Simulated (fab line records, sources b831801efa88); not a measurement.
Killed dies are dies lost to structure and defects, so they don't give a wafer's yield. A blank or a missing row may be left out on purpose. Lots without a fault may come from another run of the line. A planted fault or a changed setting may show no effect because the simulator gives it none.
Chamber matching | flow sky130 | SKY_POLY_GATE_ETCH_16 on rie_diel-03: 4 sister chambers
The step etches Si3N4 in CH3F/O2, stops on poly-Si, time 147.5 s, target depth 75 nm. 7 wafers are shown with their chamber, then 8 later ones without.

WAFERS WITH THEIR CHAMBER
wafer  | chamber | throttle_valve_pct (%) | bias_w (W)
L726.4 | 2       | 10.526                 | 80.12
L727.1 | 3       | 10.548                 | 79.90
L727.2 | 0       | 10.547                 | 80.00
L734.2 | 0       | 10.531                 | 79.71
L734.5 | 1       | 10.546                 | 80.18
L734.6 | 2       | 10.540                 | 80.25
L735.4 | 1       | 10.528                 | 79.90

WAFERS WITHOUT THEIR CHAMBER
wafer  | throttle_valve_pct (%) | bias_w (W)
L735.5 | 10.542                 | 80.00
L735.6 | 10.532                 | 79.98
L740.1 | 10.522                 | 79.75
L740.4 | 10.534                 | 80.04
L740.5 | 10.518                 | 79.91
L739.2 | 10.523                 | 80.56
L739.3 | 10.532                 | 79.38
L739.4 | 10.522                 | 80.06

WHICH CHAMBER EACH WENT THROUGH
wafer  | from the rows above               | in truth
L735.5 | can't be placed: 1 or 3 or 0 or 2 | 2
L735.6 | can't be placed: 1 or 0 or 2 or 3 | 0
L740.1 | can't be placed: 0 or 1 or 3 or 2 | 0
L740.4 | can't be placed: 1 or 2 or 0 or 3 | 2
L740.5 | can't be placed: 1 or 0 or 2 or 3 | 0
L739.2 | can't be placed: 2 or 1 or 0      | 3
L739.3 | can't be placed: 0 or 3 or 1 or 2 | 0
L739.4 | can't be placed: 2 or 1 or 0 or 3 | 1
Placed correctly: 0 of 8. Can't be placed from these rows: 8 (the true chamber is among the candidates in 7). Placed wrongly: 0.
How it was worked out, from the rows above alone: a wafer's distance from a chamber is the root of the sum, over the readings, of the square of ((its reading less the chamber's mean) divided by the reading's scatter). The wafer belongs to the nearest chamber; if the next one is less than 2 further off, it can't be placed. A chamber's mean is the mean of its shown wafers. The scatter: the root of (the sum of the squares of (reading less its chamber's mean) over the shown wafers, divided by (wafers less chambers)).
